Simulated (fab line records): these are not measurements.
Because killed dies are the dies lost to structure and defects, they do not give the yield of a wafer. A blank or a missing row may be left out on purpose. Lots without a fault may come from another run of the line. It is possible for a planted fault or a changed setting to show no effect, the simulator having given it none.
Struck lot and sound lot, side by side || flow gf180mcu || 33 steps out of a route of 602
Sound: wafers L572.1, L572.4, L572.5. Wafers L563.1, L563.4, L563.5 were the ones struck. The cause is given at the end.
Per side, at each step with rows, come the tool, then ch with its chambers, and then its first start. Under that, the readings that differ: sound wafers || struck wafers || difference of the means || sigmas: that difference in standard deviations of wafers without a fault.
alike: readings whose means differ by less than 2 such deviations, and words and numbers that are the same on both sides. not compared: withheld readings, readings that some wafer has no value for, bounds like >300 that may hide the same value, and numbers for which the record gives no deviation and whose values overlap.
A row with sigmas, a row that says differs or no value, or rows on one side alone: a step with any of these is where the two part. Numbers that don't overlap but have no deviation are shown without sigmas and don't part them. Lack of a reading on every wafer of one side parts them only where that side has two or more wafers.

first, 1 step without rows for these wafers: GF_M5_DEVELOP_06 (develop time 60 s).
GF_M5_CD_MEAS_07 targets a cd of 280 nm.
  sound: cdSem-01 at day 31 03:04; struck: cdSem-02 at day 29 05:28
  alike: cdNm
GF_M5_OVL_MEAS_08:
  sound: overlay-01 at day 31 03:11; struck: overlay-02 at day 29 05:35
  alike: M5_OVL
GF_M5_ETCH_09: etches Si3N4 in CF4/O2, target depth 52 nm, time 11.6 s.
  sound on rieDiel-03 ch 0,1,3, day 31 03:13; struck on rieDiel-03 ch 1,2,3, day 29 05:37
  alike: chamberPressureMTorr, drypumpMotorCurrentA, oesProductAu, throttleValvePct
  not compared: rfHoursCounterH
then, 1 step without rows for these wafers: GF_M5_METAL_ETCH_10 (etches the open film in Cl2/BCl3, stops on SiO2, target depth 627.5 nm, time 104.6 s).
GF_M5_STRIP_11: strips in O2/N2.
  sound on plasmaAsher-03 ch 0,1, day 31 03:22; struck on plasmaAsher-03 ch 1, day 29 05:46
{"reading": "stripTimeToEndpointS (s)", "sound": "7.67 7.61 7.67", "struck": "7.50 7.53 7.48", "difference": -0.15, "sigmas": -2}
  alike: chamberPressureMTorr, drypumpMotorCurrentA, heaterPowerW, oesProductAu
  not compared: rfHoursCounterH
then, 3 steps without rows for these wafers: GF_M5_STRIP_12 (strips in post etch residue remover, time 1200 s); GF_M5_CLEAN_13 (cleans in DIW); GF_V5_CVD_00 (deposits SiO2, target thk 300 nm, time 50 s).
GF_V5_THK_MEAS_01:
  sound: filmMetro-01 at day 31 03:56; struck: filmMetro-01 at day 29 06:22
  alike: V5_CVD_00_THK
GF_V5_CVD_02: deposits SiO2 from TEOS, target thk 1450 nm, time 163.28 s.
  sound on pecvd-01 ch 0,2, day 31 03:59; struck on pecvd-03 ch 0,2, day 29 06:26
  alike: heaterPowerW, susceptorTempC
GF_V5_THK_MEAS_03:
  sound: filmMetro-02 at day 31 04:06; struck: filmMetro-02 at day 29 06:32
  alike: V5_CVD_02_THK
GF_V5_CMP_04: polishes SiO2.
  sound on cmp-01 ch 0,2, day 31 04:10; struck on cmp-01 ch 1,2, day 29 06:36
  no value came back on the struck wafers for any of 5 readings (edgeZonePressureFrac, headPressurePsi (psi) and others); on the sound wafers edgeZonePressureFrac reads 0.996 1.002 1.002
{"reading": "model.SiO2_of_V5_CVD_02.thkNm (nm)", "sound": "852.8 855.5 853.2", "struck": "1416 1445 1446", "difference": "+582", "sigmas": ""}
GF_V5_BOW_MEAS_05:
  sound: filmMetro-04 at day 31 04:28; struck: filmMetro-01 at day 29 06:54
  alike: V5_BOW
then, 8 steps without rows for these wafers: GF_V5_DEHYDRATE_06 (time 60 s); GF_V5_HMDS_07 (prime time 60 s); GF_V5_COAT_08; GF_V5_COAT_09 (resist thk 1000 nm); GF_V5_SOFTBAKE_10 (time 60 s); GF_V5_EXPOSE_11 (exposes mask Via5, target cd 260 nm); GF_V5_PEB_12 (peb time 90 s); GF_V5_DEVELOP_13 (develop time 60 s).
GF_V5_CD_MEAS_14 targets a cd of 260 nm.
  sound: cdSem-01 at day 31 22:23; struck: cdSem-01 at day 30 01:34
  alike: cdNm
GF_V5_OVL_MEAS_15:
  sound: overlay-01 at day 31 22:31; struck: overlay-01 at day 30 01:41
{"reading": "V5_OVL (nm)", "sound": "-11 -21 -12", "struck": "-7 -3 2", "difference": "+12", "sigmas": "+2"}
then, 1 step without rows for these wafers: GF_V5_ETCH_16 (etches BARC in N2/H2).
GF_V5_ETCH_17: etches SiO2 in C4F8/O2/Ar, stops on TiN, target depth 855 nm.
  sound: rieDiel-03 ch 1,2,3; struck: rieDiel-02 ch 1,2
{"reading": "oesProductAu (a.u.)", "sound": "0.860 0.862 0.860", "struck": "1.631 1.662 1.664", "difference": "+0.792", "sigmas": "+99 or more"}
{"reading": "model.V5.featureDepthNm (nm)", "sound": "852.8 855.5 853.2", "struck": "1109 1129 1132", "difference": "+269", "sigmas": ""}
{"reading": "model.etch.depthNm (nm)", "sound": "852.8 855.5 853.2", "struck": "1109 1129 1132", "difference": "+269", "sigmas": ""}
  alike: chamberPressureMTorr
then, 3 steps without rows for these wafers: GF_V5_STRIP_18 (strips in O2/N2); GF_V5_STRIP_19 (strips in post etch residue remover, time 1200 s); GF_V5_CLEAN_20 (cleans in DIW).
GF_V5_SPUTTER_21: material Ti, target thk 15 nm, time 80.02 s.
  sound: pvdSputter-01 at day 31 23:14; struck: pvdSputter-03 at day 30 02:24
  alike: substrateTempC, throttleValvePct
then, 1 step without rows for these wafers: GF_V5_SPUTTER_22 (material TiN, target thk 10 nm, time 40 s).
GF_V5_CVD_23: deposits W, target thk 350 nm, time 104.9 s.
  sound on cvdW-01 ch 0,1, day 31 23:20; struck on cvdW-01 ch 0,1, day 30 02:30
  alike: chamberPressureTorr, heaterPowerW, susceptorTempC
GF_V5_CMP_26: polishes, stops on SiO2, t overpolish 15 s, target thk 0 nm.
  sound on cmp-02 ch 2,3, day 31 23:37; struck on cmp-01 ch 2,3, day 30 02:47
{"reading": "headPressurePsi (psi)", "sound": "3.497 3.490 3.500", "struck": "3.514 3.511 3.512", "difference": "+0.017", "sigmas": "+2"}
{"reading": "model.SiO2_of_V5_CVD_02.thkNm (nm)", "sound": "849.1 851.7 849.4", "struck": "1412 1441 1442", "difference": "+582", "sigmas": ""}
  alike: edgeZonePressureFrac, motorCurrentA, platenRpm, slurryFlowMlMin

== WHERE THEY PART ==
Earliest at GF_M5_STRIP_11; latest, in this record, at GF_V5_CMP_26.

WHY: the cause the simulator had injected
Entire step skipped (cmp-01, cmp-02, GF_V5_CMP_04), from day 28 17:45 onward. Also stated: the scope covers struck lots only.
